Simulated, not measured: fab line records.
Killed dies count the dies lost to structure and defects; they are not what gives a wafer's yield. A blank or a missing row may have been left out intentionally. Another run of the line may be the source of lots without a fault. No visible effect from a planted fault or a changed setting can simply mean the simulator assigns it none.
A struck lot beside a sound one ; flow sky130 ; 23 steps out of a route of 708
Sound: wafers L713.3, L713.4, L713.6. The struck wafers were L719.1, L719.4, L719.5. The cause is named last.
Order at every step that has rows: each side's tool, ch and its chambers, its first start. Under that, the readings that differ: sound wafers ; struck wafers ; difference of the means ; sigmas: that difference in standard deviations of wafers without a fault.
alike: words and numbers the same on both sides, and readings whose means are apart by under 2 such deviations; not compared: readings that were withheld, readings missing a value for some wafer, numbers with overlapping values and no deviation given by the record, and bounds like >300 which may hide the same value.
A row with sigmas, a row that says differs or no value, or rows on one side alone: a step with any of these is where the two part. Numbers that have no deviation but don't overlap get no sigmas and don't part them. A reading that every wafer of one side lacks parts them only if that side has two wafers or more.

first, 5 steps without rows for these wafers: SKY_VT_ADJUST_NCORE_COAT_02 (resist thk 1140 nm); SKY_VT_ADJUST_NCORE_SOFTBAKE_03 (time 60 s); SKY_VT_ADJUST_NCORE_EXPOSE_04 (exposes mask LVTN COMPLEMENT THIN, target cd 380 nm); SKY_VT_ADJUST_NCORE_PEB_05; SKY_VT_ADJUST_NCORE_DEVELOP_06 (develop time 60 s).
SKY_VT_ADJUST_NCORE_CD_MEAS_07: target cd 380 nm.
  sound on cd_sem-01, day 9 11:21; struck on cd_sem-01, day 11 15:57
  alike: cd_nm
SKY_VT_ADJUST_NCORE_OVL_MEAS_08:
  sound on overlay-01, day 9 11:26; struck on overlay-02, day 11 16:04
  alike: VT_ADJUST_NCORE_OVL
after that, 1 step had no rows for these wafers: SKY_VT_ADJUST_NCORE_IMPLANT_09.
SKY_VT_ADJUST_NCORE_STRIP_10: strips in O2/N2.
  sound on plasma_asher-03 ch 0,1, day 9 11:38; struck on plasma_asher-02 ch 0,1, day 11 16:16
  alike: drypump_motor_current_A, n2_flow_sccm, oes_product_au, strip_time_to_endpoint_s
  not compared: rf_hours_counter_h
SKY_VT_ADJUST_NCORE_TW_MEAS_11:
  sound on film_metro-01, day 9 11:44; struck on film_metro-01, day 11 16:22
  alike: VT_ADJUST_NCORE_TW
then, 2 steps without rows for these wafers: SKY_VT_ADJUST_HVTR_DEHYDRATE_00 (time 60 s); SKY_VT_ADJUST_HVTR_HMDS_01 (prime time 60 s).
SKY_VT_ADJUST_HVTR_COAT_02: resist thk 1140 nm.
  sound on litho_track-01 ch 0, day 9 22:46; struck on litho_track-03 ch 0, day 12 04:13
reading;sound;struck;difference;sigmas
spin_speed_rpm (rpm);2998.3 2999.1 2999.2;3168.7 3166.8 3169.3;+169.4;+99 or more
model.NOVOLAK_of_VT_ADJUST_HVTR_COAT_02.thk_nm (nm);1138 1136 1138;1111 1113 1111;-26;
  alike: exhaust_pa
then, 3 steps without rows for these wafers: SKY_VT_ADJUST_HVTR_SOFTBAKE_03 (time 60 s); SKY_VT_ADJUST_HVTR_EXPOSE_04 (exposes mask HVTRM, target cd 380 nm); SKY_VT_ADJUST_HVTR_PEB_05.
SKY_VT_ADJUST_HVTR_DEVELOP_06: develop time 60 s.
  sound on litho_track-01 ch 0, day 10 09:40; struck on litho_track-02 ch 0, day 12 15:54
reading;sound;struck;difference;sigmas
model.NOVOLAK_of_VT_ADJUST_HVTR_COAT_02.thk_nm (nm);1138 1135 1138;1111 1113 1111;-25;
  alike: exhaust_pa
SKY_VT_ADJUST_HVTR_CD_MEAS_07: target cd 380 nm.
  sound on cd_sem-02, day 10 09:49; struck on cd_sem-01, day 12 16:03
reading;sound;struck;difference;sigmas
cd_nm (nm);379.8 379.2 378.7;385.9 382.4 386.1;+5.6;+2
SKY_VT_ADJUST_HVTR_OVL_MEAS_08:
  sound on overlay-02, day 10 09:55; struck on overlay-02, day 12 16:10
  alike: VT_ADJUST_HVTR_OVL
after that, 1 step had no rows for these wafers: SKY_VT_ADJUST_HVTR_IMPLANT_09.
SKY_VT_ADJUST_HVTR_STRIP_10: strips in O2/N2.
  sound on plasma_asher-03 ch 0,1, day 10 10:07; struck on plasma_asher-04 ch 0,1, day 12 16:22
reading;sound;struck;difference;sigmas
strip_time_to_endpoint_s (s);14.16 14.13 14.16;13.84 13.87 13.85;-0.30;-6
  alike: drypump_motor_current_A, n2_flow_sccm, oes_product_au
  not compared: rf_hours_counter_h
SKY_VT_ADJUST_HVTR_TW_MEAS_11:
  sound on film_metro-01, day 10 10:13; struck on film_metro-04, day 12 16:28
  alike: VT_ADJUST_HVTR_TW
-- the record jumps here: 36 days lie between the struck wafers' starts before and after (it left off in module VT_ADJUST_HVTR and takes up again in module PAD_OPEN, whose first step shown is number 708 of the route) --
SKY_PAD_OPEN_PROBE_99:
  sound on prober-01, day 46 17:40; struck on prober-01, day 48 16:37
  alike: killed_at_M0_to_M3, killed_at_M4_up, killed_at_contacts, killed_at_front_end, killed_at_other, killed_dies, killed_open, killed_short

== WHERE THEY PART ==
Last at SKY_VT_ADJUST_HVTR_STRIP_10 as far as this record goes, first at SKY_VT_ADJUST_HVTR_COAT_02. Later steps at which nothing parts them and some readings are alike: SKY_VT_ADJUST_HVTR_TW_MEAS_11, SKY_PAD_OPEN_PROBE_99.

WHY: what had been put in by the simulator
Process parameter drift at SKY_VT_ADJUST_HVTR_COAT_02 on litho_track-03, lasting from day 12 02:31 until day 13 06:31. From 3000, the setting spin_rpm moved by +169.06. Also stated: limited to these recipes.
